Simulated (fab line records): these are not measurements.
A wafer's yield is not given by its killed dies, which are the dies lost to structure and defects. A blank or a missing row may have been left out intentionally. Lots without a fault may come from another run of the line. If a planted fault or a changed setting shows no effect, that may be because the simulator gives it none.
Which tool did it? -- flow sky130 -- 15 lots, 45 wafers sampled, at 2 steps of a route of 708

## WHAT THE GAUGES SHOWED, per wafer
The record lacks any reading of a measuring or inspecting step that a usual standard deviation could be used to judge.

## WHAT TOOL EACH LOT RAN ON (gives the tool, then ch and the chambers of the sampled wafers, and finally the start)
lot,SKY_FIELD_ISO_CLEAN_19,SKY_PAD_OPEN_PROBE_99
L734,"wet-bench-03 ch 3, day 2 05:14","prober-01, day 45 10:25"
L735,"wet-bench-03 ch 0, day 2 10:56","prober-02, day 45 22:16"
L737,"wet-bench-03 ch 1, day 2 21:12","prober-01, day 46 21:01"
L738,"wet-bench-04 ch 1, day 3 01:56","prober-02, day 46 19:53"
L739,"wet-bench-03 ch 3, day 3 05:56","prober-02, day 46 22:13"
L740,"wet-bench-02 ch 3, day 3 11:49","prober-01, day 47 10:43"
L741,"wet-bench-04 ch 1, day 3 16:50","prober-02, day 47 12:52"
L742,"wet-bench-03 ch 0, day 3 21:35","prober-01, day 47 18:11"
L744,"wet-bench-03 ch 1, day 4 08:58","prober-01, day 48 07:52"
L745,"wet-bench-03 ch 3, day 4 15:57","prober-02, day 48 16:13"
L747,"wet-bench-03 ch 1, day 5 00:31","prober-01, day 48 20:31"
L748,"wet-bench-04 ch 1, day 5 05:24","prober-02, day 49 05:10"
L749,"wet-bench-03 ch 0, day 5 11:28","prober-01, day 49 03:40"
L750,"wet-bench-04 ch 3, day 5 16:22","prober-01, day 49 11:10"
L757,"wet-bench-04 ch 0, day 7 06:00","prober-01, day 51 05:28"
- SKY_FIELD_ISO_CLEAN_19: cleans in SC1/SC2, time 150 s.
- SKY_PAD_OPEN_PROBE_99

## WHAT THE TOOLS THEMSELVES READ (means of the sampled wafers that have a number; where no wafer has one, the mark that the record gives instead)
SKY_PAD_OPEN_PROBE_99. Usual: killed_at_M0_to_M3 44, standard deviation 7.2; killed_at_M4_up 3.4, standard deviation 2.1; killed-at-contacts 24, standard deviation 5.5; killed-at-front-end 15, standard deviation 4.6; killed-at-other 0.4, standard deviation 0.64; killed-dies 86, standard deviation 9.1; killed-open 47, standard deviation 7.5; killed-short 39, standard deviation 5.8.
lot,tool,killed_at_M0_to_M3,killed_at_M4_up,killed-at-contacts,killed-at-front-end,killed-at-other,killed-dies,killed-open,killed-short,flag
L734,prober-01,45,4.3,20,18,0.3,88,52,36,
L735,prober-02,41,2.7,24,18,0.3,86,47,39,
L737,prober-01,35,5.0,27,14,0.3,81,43,38,
L738,prober-02,48,2.3,21,20,0.0,91,46,44,
L739,prober-02,46,1.7,28,14,0.3,90,49,41,
L740,prober-01,52,2.3,19,20,1.0,95,50,45,
L741,prober-02,39,5.3,25,18,0.3,87,46,41,
L742,prober-01,42,2.7,20,15,0.7,81,46,35,
L744,prober-01,43,5.7,24,11,0.3,84,44,40,
L745,prober-02,41,2.3,19,47,0.3,111,38,36,OFF
L747,prober-01,45,3.3,25,65,1.0,139,51,35,OFF
L748,prober-02,47,5.0,23,13,0.3,88,48,40,
L749,prober-01,32,4.3,19,77,0.3,133,39,34,OFF
L750,prober-01,47,4.0,18,12,0.3,81,43,38,
L757,prober-01,48,4.0,26,16,0.0,93,53,40,

## THE ANSWER, worked out from the rows above alone
Rule: a lot counts as off when the mean over its wafers that have a number is more than 3 standard deviations away from the usual mean. A lot without any number at a reading at which 4 lots or more have one is off too. Any other lot the step has rows for is counted as sound. First the gauges in route order, then the tools' own readings, where a lot's mean is used as printed above. At the first step where some lot is off, the reading lying furthest off is the one used; lots without a number count as furthest.
Off: L745, L747, L749, at SKY_PAD_OPEN_PROBE_99 (killed-at-front-end).
If a tool, at that step or one of the process steps before it, ran each lot that is off and ran no sound lot following the first of them, it fits. One candidate fits, namely wet-bench-03 at SKY_FIELD_ISO_CLEAN_19. Its last sound lot is L744 (day 4 08:58), its first lot that is off L745 (day 4 15:57): a fault that began between those two fits.

## WHAT THE SIMULATOR HAD INSERTED
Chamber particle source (wet-bench-03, SKY_FIELD_ISO_CLEAN_19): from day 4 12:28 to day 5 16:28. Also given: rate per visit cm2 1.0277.
Lots struck among those shown: L745, L747, L749. The rule given above showed the same thing.
